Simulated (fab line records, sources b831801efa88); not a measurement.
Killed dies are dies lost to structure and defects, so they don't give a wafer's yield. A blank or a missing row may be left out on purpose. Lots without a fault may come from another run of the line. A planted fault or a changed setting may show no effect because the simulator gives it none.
One fault seen from 2 desks | flow gf180mcu | each desk has only its own numbers; what lay behind them comes last

THE METROLOGY DESK
What the gauges read, lot by lot, whatever tool the lot ran on: means of the sampled wafers that have a number. A lot is out of limits, marked OUT, if its mean lies more than 4 standard deviations from the usual mean; the brackets give that distance.
Columns: A = STI_OXIDATION_THK at GF_STI_THK_MEAS_02, usual 9.83 nm; B = CONTACT_CVD_02_THK at GF_CONTACT_THK_MEAS_03, usual 865 nm
lot  | first seen here | A     | B
L400 | day 1 12:28     | 9.69  | 851
L402 | day 1 21:52     | 9.79  | 870
L403 | day 2 02:53     | 9.92  | 868
L409 | day 3 08:52     | 9.87  | 864
L412 | day 4 00:14     | 9.59  | 858
L413 | day 4 04:39     | 9.78  | 871
L414 | day 4 10:35     | 9.86  | 864
L417 | day 5 01:31     | 9.99  | 857
L418 | day 5 05:31     | 9.89  | 876
L419 | day 5 10:32     | 9.89  | 871
L420 | day 5 15:33     | 9.96  | 871
L421 | day 5 20:31     | 9.79  | 870
L422 | day 6 01:55     | 9.92  | 858
L423 | day 6 06:31     | 10.00 | 866
This desk's finding: nothing out of limits on any of the 14 lots.

THE TOOL OWNER'S DESK: litho_track-01
The tool's own readings at GF_HV_LDD_DEVELOP_45 (develop time 60 s): means of the sampled wafers that have a number, for each lot that ran on this tool. A lot is out of limits, marked OUT, if its mean lies more than 4 standard deviations from the usual mean; the brackets give that distance.
Columns: A = developer_temp_C at GF_HV_LDD_DEVELOP_45, usual 23.00 C
lot  | first seen here | A
L409 | day 15 13:22    | 22.98
L412 | day 16 08:45    | 20.75 (-24) OUT
L413 | day 16 16:00    | 20.77 (-24) OUT
L420 | day 19 06:14    | 22.98
L421 | day 19 17:20    | 22.99
This desk's finding: out of limits on L412, L413; first on L412, day 16 08:45 (developer_temp_C at GF_HV_LDD_DEVELOP_45). In limits: L409, L420, L421.

PUT TOGETHER
The tool owner's desk could have raised an alarm at day 16 08:45, on L412, L413.
The metrology desk saw nothing out of limits.
The metrology desk has L412, L413 on record, within its limits.
Of the lots named, all ran GF_HV_LDD_DEVELOP_45 on litho_track-01.

WHAT THE SIMULATOR HAD PUT IN
Process parameter drift: litho_track-01, from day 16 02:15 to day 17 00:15, at GF_HV_LDD_DEVELOP_45. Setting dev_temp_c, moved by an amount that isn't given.
Lots struck among those shown: L412, L413.
Hours from the fault's start to each desk's first reading out of limits: the tool owner's desk, 6.
